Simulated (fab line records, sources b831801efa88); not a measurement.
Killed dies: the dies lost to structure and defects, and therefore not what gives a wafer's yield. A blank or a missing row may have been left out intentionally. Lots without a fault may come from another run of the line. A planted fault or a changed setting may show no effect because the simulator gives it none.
fab line records	flow sky130
record lots=5	wafers=15	lastDay=50
route steps=708 shown VIA2@510 PAD_OPEN@708
lots that met no fault: taken from a fault-free run of the same line
startH: hours from the record's first day to the start of the lot's first wafer shown	waitH: time in hours since the lot's previous step	" same as the row above	L1.1+2: a single row standing in for several wafers	- no value present, or no start provided	* or withheld: withheld	< > ~ a bound
route shown NAME@n: a module of which the file shows steps, and the number in the route of the first	usual: average and standard deviation across the fault-free wafers	same: alike in all rows	chamber/n: place in a boat	sites: readings site by site	_std_site: their standard deviation	_edge_site: the outer-site mean with the inner-site mean subtracted	radiusMm: how far each site lies from the wafer's centre	mask NAME#n: copy n	behind: the most recent tool/chamber to have shaped the wafer	hold: reason for holding the lot/hours on hold/outcome of the hold	device: which transistor (n, p or np) failed to switch	end of line: at the end of the route, the tests of the same wafers	a step without rows: its recipe alone	killed: dies that structure and defects cost at the first sort, which is not the same as the wafer's yield	map: the dies of a wafer, with x for killed, . for not killed, _ for no die there
set.NAME: setting as actually run; set.NAME@STEP: the setting as run at that earlier step	model.NAME: the simulator's own value behind a step, which no gauge read
lots at some steps of the route; a table a step, a row a wafer
services: when a tool's chamber went out of use (startH, in hours from the record's first day, below 0 if earlier), for how many hours, and the reason
## steps
# step SKY_VIA2_BOW_MEAS_03
# recipe mode=bow
# usual VIA2_BOW=86/7.8
lot.wafer	tool	chamber	startH	waitH	VIA2_BOW[um]
L449.3	filmMetro-01	-	822.26	0.1	83
L449.4	"	-	"	"	88
L449.5	"	-	"	"	90
L455.1	filmMetro-01	-	865.80	0.1	92
L455.5	"	-	"	"	102
L455.6	"	-	"	"	99
L464.2	filmMetro-01	-	943.80	0.3	88
L464.4	"	-	"	"	84
L464.5	"	-	"	"	101
L470.1	filmMetro-01	-	974.78	0.2	90
L470.4	"	-	"	"	85
L470.5	"	-	"	"	75
L471.1	filmMetro-02	-	982.95	0.2	95
L471.5	"	-	"	"	96
L471.6	"	-	"	"	84
# step SKY_VIA2_DEHYDRATE_04
# recipe tempC=200	timeS=60
# step SKY_VIA2_HMDS_05
# recipe primeTimeS=60	primeTempC=120
# step SKY_VIA2_COAT_06
# recipe resist=BARC	tempC=withheld	timeS=withheld	spinRpm=3000	resistThkNm=60
# step SKY_VIA2_COAT_07
# recipe resist=KrF-thick	spinRpm=3000	resistThkNm=450
# step SKY_VIA2_SOFTBAKE_08
# recipe tempC=100	timeS=90	resist=KrF-thick
# step SKY_VIA2_EXPOSE_09
# recipe maskId=VIM2	na=0.8	sourceShape=annular	sigmaInner=0.55	sigmaOuter=0.85	targetCdNm=200	doseMj=38
# step SKY_VIA2_PEB_10
# recipe pebTempC=withheld	pebTimeS=withheld	resist=KrF-thick
# step SKY_VIA2_DEVELOP_11
# recipe developTimeS=60	resist=KrF-thick	devTempC=21
# step SKY_VIA2_CD_MEAS_12
# recipe targetCdNm=200
# usual cdNm=199.8/1.7
lot.wafer	tool	chamber	startH	waitH	cdNm
L449.3	cdSem-02	-	848.40	-	199.7
L449.4	"	-	"	"	196.4
L449.5	"	-	"	"	198.9
L455.1	cdSem-02	-	891.14	-	201.4
L455.5	"	-	"	"	198.6
L455.6	"	-	"	"	199.2
L464.2	cdSem-02	-	968.08	-	197.3
L464.4	"	-	"	"	197.4
L464.5	"	-	"	"	197.5
L470.1	cdSem-02	-	998.26	-	200.0
L470.4	"	-	"	"	200.1
L470.5	"	-	"	"	198.6
L471.1	cdSem-02	-	1006.44	-	199.7
L471.5	"	-	"	"	199.4
L471.6	"	-	"	"	199.1
# step SKY_VIA2_OVL_MEAS_13
# usual VIA2_OVL=-2/5.2
lot.wafer	tool	chamber	startH	waitH	VIA2_OVL[nm]
L449.3	overlay-02	-	848.49	0.1	-2
L449.4	"	-	"	"	-1
L449.5	"	-	"	"	-8
L455.1	overlay-01	-	891.26	0.1	-4
L455.5	"	-	"	"	3
L455.6	"	-	"	"	1
L464.2	overlay-01	-	968.19	0.1	-13
L464.4	"	-	"	"	-2
L464.5	"	-	"	"	-12
L470.1	overlay-01	-	998.38	0.1	-2
L470.4	"	-	"	"	2
L470.5	"	-	"	"	-4
L471.1	overlay-02	-	1006.56	0.1	-8
L471.5	"	-	"	"	-1
L471.6	"	-	"	"	-2
# step SKY_VIA2_ETCH_14
# recipe chemistry=N2/H2	target=BARC	ionEnergyEv=200	sourceW=500	biasW=100	pressureMtorr=30	n2FlowSccm=100	h2FlowSccm=200	stopOn=SiO2	timeS=45.9	targetDepthA=600
# usual drypumpMotorCurrentA=5.7/0.41	oesProductAu=0.855/0.0055	throttleValvePct=13.224/0.0094
lot.wafer	tool	chamber	startH	waitH	drypumpMotorCurrentA	oesProductAu	rfHoursCounterH	throttleValvePct
L449.3	rieDiel-02	2	848.52	0.0	5.9	0.855	5	13.231
L449.4	"	2	"	"	5.9	0.844	-	13.225
L449.5	"	3	"	"	5.9	0.856	-	13.223
L455.1	rieDiel-03	2	891.29	0.0	5.7	0.850	11	13.218
L455.5	"	2	"	"	5.7	0.862	-	13.206
L455.6	"	1	"	"	4.8	0.857	-	13.233
L464.2	rieDiel-02	3	968.22	0.0	5.9	0.856	8	13.220
L464.4	"	0	"	"	5.8	0.843	19	13.215
L464.5	"	3	"	"	5.9	0.849	-	13.228
L470.1	rieDiel-04	0	998.42	0.0	6.0	0.859	12	13.212
L470.4	"	0	"	"	6.0	0.859	-	13.219
L470.5	"	2	"	"	5.6	0.854	-	13.230
L471.1	rieDiel-03	1	1006.59	0.0	4.8	0.858	13	13.226
L471.5	"	1	"	"	4.8	0.850	-	13.210
L471.6	"	2	"	"	5.7	0.857	-	13.218
# step SKY_VIA2_ETCH_15
# recipe target=SiO2	chemistry=C4F8/O2/Ar	targetDepthNm=546	stopOn=TiN	maskMaterial=KrF-thick	sourceW=1500	biasW=1200	pressureMtorr=40	c4f8FlowSccm=withheld	O2_flow_sccm=6	Ar_flow_sccm=300	timeS=84
# usual oesProductAu=0.940/0.0046
lot.wafer	tool	chamber	startH	waitH	oesProductAu	rfHoursCounterH	model.etch.depthNm	model.VIA2.featureDepthNm	model.KrF-thick_of_VIA2_COAT_07.thkNm
L449.3	rieDiel-02	2	848.56	0.0	0.942	5	494.4	494.4	283.4
L449.4	"	2	"	"	0.942	-	492.9	492.9	282
L449.5	"	3	"	"	0.935	-	493.5	493.5	284.4
L455.1	rieDiel-03	2	891.34	0.0	0.944	11	493.6	493.6	288.7
L455.5	"	2	"	"	0.936	-	493.3	493.3	287.7
L455.6	"	1	"	"	0.936	-	494.1	494.1	284
L464.2	rieDiel-02	3	968.26	0.0	0.937	8	493.7	493.7	284.3
L464.4	"	0	"	"	0.692	19	278.4	278.4	338
L464.5	"	3	"	"	0.943	-	494.8	494.8	285.2
L470.1	rieDiel-04	0	998.46	0.0	0.939	12	494.2	494.2	282.8
L470.4	"	0	"	"	0.943	-	495.4	495.4	282.8
L470.5	"	2	"	"	0.941	-	496.5	496.5	283.5
L471.1	rieDiel-03	1	1006.64	0.0	0.947	13	495.1	495.1	285.3
L471.5	"	1	"	"	0.930	-	494.7	494.7	284.5
L471.6	"	2	"	"	0.951	-	495.3	495.3	284.8
# step SKY_VIA2_STRIP_16
# recipe chemistry=O2/N2	powerW=1400	pressureMtorr=1500	platenTempC=withheld	o2FlowSccm=3000	n2FlowSccm=300	overashFraction=0.5
# usual drypumpMotorCurrentA=5.8/0.41	oesProductAu=0.399/0.0047	stripTimeToEndpointS=4.053/0.021
lot.wafer	tool	chamber	startH	waitH	drypumpMotorCurrentA	oesProductAu	rfHoursCounterH	stripTimeToEndpointS
L449.3	plasmaAsher-02	0	848.66	0.1	6.6	0.393	-	4.051
L449.4	"	1	"	"	5.4	0.393	-	4.035
L449.5	"	1	"	"	5.4	0.392	-	4.034
L455.1	plasmaAsher-03	1	891.40	0.0	6.0	0.394	46	4.106
L455.5	"	0	"	"	5.8	0.393	-	4.090
L455.6	"	1	"	"	6.0	0.393	-	4.060
L464.2	plasmaAsher-03	1	968.32	0.0	5.9	0.392	54	4.052
L464.4	"	1	"	"	6.0	0.409	-	4.613
L464.5	"	1	"	"	6.0	0.398	-	4.046
L470.1	plasmaAsher-02	0	998.52	0.0	6.6	0.390	83	4.036
L470.4	"	1	"	"	5.5	0.402	-	4.036
L470.5	"	1	"	"	5.5	0.394	-	4.061
L471.1	plasmaAsher-02	1	1006.70	0.0	5.4	0.402	84	4.090
L471.5	"	0	"	"	6.6	0.388	-	4.071
L471.6	"	1	"	"	5.5	0.401	-	4.081
# step SKY_VIA2_STRIP_17
# recipe chemistry=postEtchResidueRemover	timeS=1200	tempC=72.5
# step SKY_PAD_OPEN_PROBE_99
# usual defectLimitedYield=81.9/1.9	killed_at_M0_to_M3=45/7.3	killed_at_M4_up=3.2/1.8	killedAtContacts=25/5.5	killedAtFrontEnd=15/4.2	killedAtOther=0.3/0.69	killedDies=89/9.4	killedOnRim=17/3.8	killedOpen=49/6.6	killedShort=40/6.4	sort_bin_3_pad_short=0.9/0.43	sort_bin_5_function=10.7/1.5	sort_bin_6_memory=6.5/1.2	sortNPass=403/9.4	sortYieldPct=81.9/1.9
# same grossDies=492	killedAtBackSide=0	sort_bin_4_leakage[%]=0	sort_bin_8_speed[%]=0
lot.wafer	tool	chamber	startH	waitH	defectLimitedYield[%]	killed_at_M0_to_M3	killed_at_M4_up	killedAtContacts	killedAtFrontEnd	killedAtOther	killedDies	killedOnRim	killedOpen	killedShort	sort_bin_3_pad_short[%]	sort_bin_5_function[%]	sort_bin_6_memory[%]	sortNPass	sortYieldPct[%]
L449.3	prober-01	-	1076.12	0.2	82.5	45	1	21	19	0	86	21	47	38	0.6	12.4	4.5	406	82.5
L449.4	prober-01	-	1076.17	0.2	84.8	47	8	12	8	0	75	10	42	32	0.6	9.6	5.1	417	84.8
L449.5	prober-01	-	1076.22	0.2	83.1	49	6	18	10	0	83	17	41	40	1.0	9.8	6.1	409	83.1
L455.1	prober-01	-	1108.28	0.1	81.5	43	4	32	12	0	91	18	49	42	0.8	12.2	5.5	401	81.5
L455.6	prober-01	-	1108.53	0.2	83.3	39	4	26	13	0	82	21	43	39	0.6	10.2	5.9	410	83.3
L464.2	prober-01	-	1167.81	0.1	80.9	55	3	27	9	0	94	17	55	39	0.8	11.4	6.9	398	80.9
L464.4	prober-01	-	1167.91	0.2	0	454	1	22	15	0	492	96	48	27	0.2	94.3	5.5	0	0
L464.5	prober-01	-	1167.96	0.2	81.9	46	3	23	17	0	89	17	51	37	1.6	11.4	5.1	403	81.9
# killed by level:class
L449.3 METAL2:geometricParticle:short=10 VIA1:geometricParticle:open=10 VIA2:geometricParticle:open=9 LI_CONTACT:geometricParticle:open=8 VIA3:geometricParticle:open=6 POLY_GATE:geometricParticle:short=5 LOCAL_INTERCONNECT:geometricParticle:short=4 CONTACT:geometricParticle:open=4
L449.4 VIA1:geometricParticle:open=13 METAL2:geometricParticle:short=9 CONTACT:geometricParticle:open=7 VIA2:geometricParticle:open=6 VIA3:geometricParticle:open=6 METAL4:geometricParticle:short=6 METAL1:geometricParticle:short=3 VIA3:geometricParticle:short=3
L449.5 CONTACT:geometricParticle:open=11 VIA1:geometricParticle:open=11 METAL1:geometricParticle:short=7 VIA1:geometricParticle:short=7 METAL3:geometricParticle:short=5 VIA3:geometricParticle:open=5 METAL2:geometricParticle:short=4 VIA2:geometricParticle:open=4
L455.1 VIA1:geometricParticle:open=13 CONTACT:geometricParticle:open=11 LI_CONTACT:geometricParticle:open=7 METAL2:geometricParticle:short=6 LOCAL_INTERCONNECT:geometricParticle:short=5 VIA3:geometricParticle:open=5 LI_CONTACT:geometricParticle:short=4 CONTACT:geometricParticle:short=4
L455.6 VIA1:geometricParticle:open=9 LI_CONTACT:geometricParticle:open=8 CONTACT:geometricParticle:open=8 METAL1:geometricParticle:short=8 VIA2:geometricParticle:open=6 CONTACT:geometricParticle:short=6 POLY_GATE:geometricParticle:short=4 METAL2:geometricParticle:short=4
L464.2 LI_CONTACT:geometricParticle:open=12 VIA1:geometricParticle:open=10 VIA2:geometricParticle:open=9 CONTACT:geometricParticle:open=9 METAL1:geometricParticle:short=8 METAL2:geometricParticle:short=7 VIA3:geometricParticle:open=6 POLY_GATE:geometricParticle:short=4
L464.4 VIA2:areaEtch=417 VIA2:geometricParticle:open=13 CONTACT:geometricParticle:open=10 VIA1:geometricParticle:open=7 METAL2:geometricParticle:short=4 POLY_GATE:geometricParticle:open=4 LI_CONTACT:geometricParticle:open=4 FIELD_ISO:geometricParticle:open=3
L464.5 CONTACT:geometricParticle:open=12 VIA2:geometricParticle:open=9 VIA1:geometricParticle:open=7 VIA3:geometricParticle:open=7 LI_CONTACT:geometricParticle:open=5 POLY_GATE:geometricParticle:open=5 VIA3:geometricParticle:short=4 POLY_GATE:geometricParticle:short=4
# map L464.4 (x killed, . not)
__________xxxxxxxxxx_________
________xxxxxxxxxxxxxx_______
______xxxxxxxxxxxxxxxxxx_____
_____xxxxxxxxxxxxxxxxxxxx____
____xxxxxxxxxxxxxxxxxxxxxx___
___xxxxxxxxxxxxxxxxxxxxxxxx__
__xxxxxxxxxxxxxxxxxxxxxxxxxx_
_xxxxxxxxxxxxxxxxxxxxxxxxxxxx
_xxxxxxxxxxxxxxxxxxxxxxxxxxxx
_xxxxxxxxxxxxxxxxxxxxxxxxxxxx
_xxxxxxxxxxxxxxxxxxxxxxxxxxxx
_xxxxxxxxxxxxxxxxxxxxxxxxxxxx
_xxxxxxxxxxxxxxxxxxxxxxxxxxxx
_xxxxxxxxxxxxxxxxxxxxxxxxxxxx
_xxxxxxxxxxxxxxxxxxxxxxxxxxxx
__xxxxxxxxxxxxxxxxxxxxxxxxxx_
___xxxxxxxxxxxxxxxxxxxxxxxx__
____xxxxxxxxxxxxxxxxxxxxxx___
_____xxxxxxxxxxxxxxxxxxxx____
______xxxxxxxxxxxxxxxxxx_____
________xxxxxxxxxxxxxx_______
__________xxxxxxxxxx_________
# map L449.3 (x killed, . not)
__________......x.x._________
________x.....x......._______
______.x....x....x.x...._____
_____................x.x.____
____.x...x.x...x...x.....x___
___.....x..x.x...x.x.x....x__
__..x..x......x............._
_xx.........x.....x...x.....x
_..x.x.......x....x..........
_..x.....x....x..x..........x
_.......x.x....xx......x.x..x
_.........x.................x
_.x.............x.x...x.x....
_..x..........xx..x......x...
_.x.......x...x......x.xx....
__...x..............x......._
___....xx............x....x__
____.xx.......x.........xx___
_____...........x........____
______...x..x..........._____
________...xxx....x..._______
__________.....x..x._________
## services
tool	chamber	startH	hours	kind
rieDiel-02	0	826.38	7.5	repair
rieDiel-03	3	832.31	3.9	repair
rieDiel-04	3	836.33	-	clean
rieDiel-02	1	846.28	6.7	repair
rieDiel-04	3	859.52	2.9	repair
rieDiel-04	2	860.83	8.7	repair
rieDiel-04	0	882.33	20.5	repair
rieDiel-03	0	887.64	1.2	repair
plasmaAsher-03	-	896.65	0.3	repair
rieDiel-03	0	904.87	-	clean
rieDiel-03	0	904.87	18.0	scheduledDown
rieDiel-03	0	904.87	18.0	ventCycle
rieDiel-03	1	908.29	35.7	repair
rieDiel-02	-	916.76	1.3	repair
plasmaAsher-03	-	919.08	3.2	repair
rieDiel-04	-	919.87	15.6	pm
rieDiel-04	3	936.56	18.8	repair
rieDiel-04	0	940.90	3.8	repair
rieDiel-02	1	952.13	5.0	repair
rieDiel-04	2	958.07	9.2	repair
rieDiel-04	2	978.66	3.6	repair
rieDiel-03	-	987.52	1.2	repair
rieDiel-04	3	995.21	3.6	repair
rieDiel-03	3	998.03	4.1	repair
## key
firstSign step=SKY_VIA2_ETCH_15	reading=oesProductAu	direction=down	sigmas=54	usual=0.940	struck=0.692
effect step=SKY_VIA2_STRIP_16	reading=stripTimeToEndpointS	direction=up	sigmas=26	usual=*	struck=*
effect step=SKY_PAD_OPEN_PROBE_99	reading=killed_at_M0_to_M3	direction=up	sigmas=56	usual=45	struck=454
modelEffect step=SKY_VIA2_ETCH_15	value=etch.depthNm	without=494.8	struck=278.4
moreKillsBornAt SKY_VIA2_ETCH_15@rieDiel-02=417
metAt SKY_VIA2_ETCH_15
struckWafers L464.4
laterRowsLeftOut L464.4
fault kind=processParameterDrift	tool=rieDiel-02	chamber=0	onsetH=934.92	steps=SKY_VIA2_ETCH_15	channel=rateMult	offset=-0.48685	shape=step	endH=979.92
# laterRowsLeftOut: the simulator's readings of these wafers behind a module that went badly wrong aren't trusted and aren't shown, but for the sort
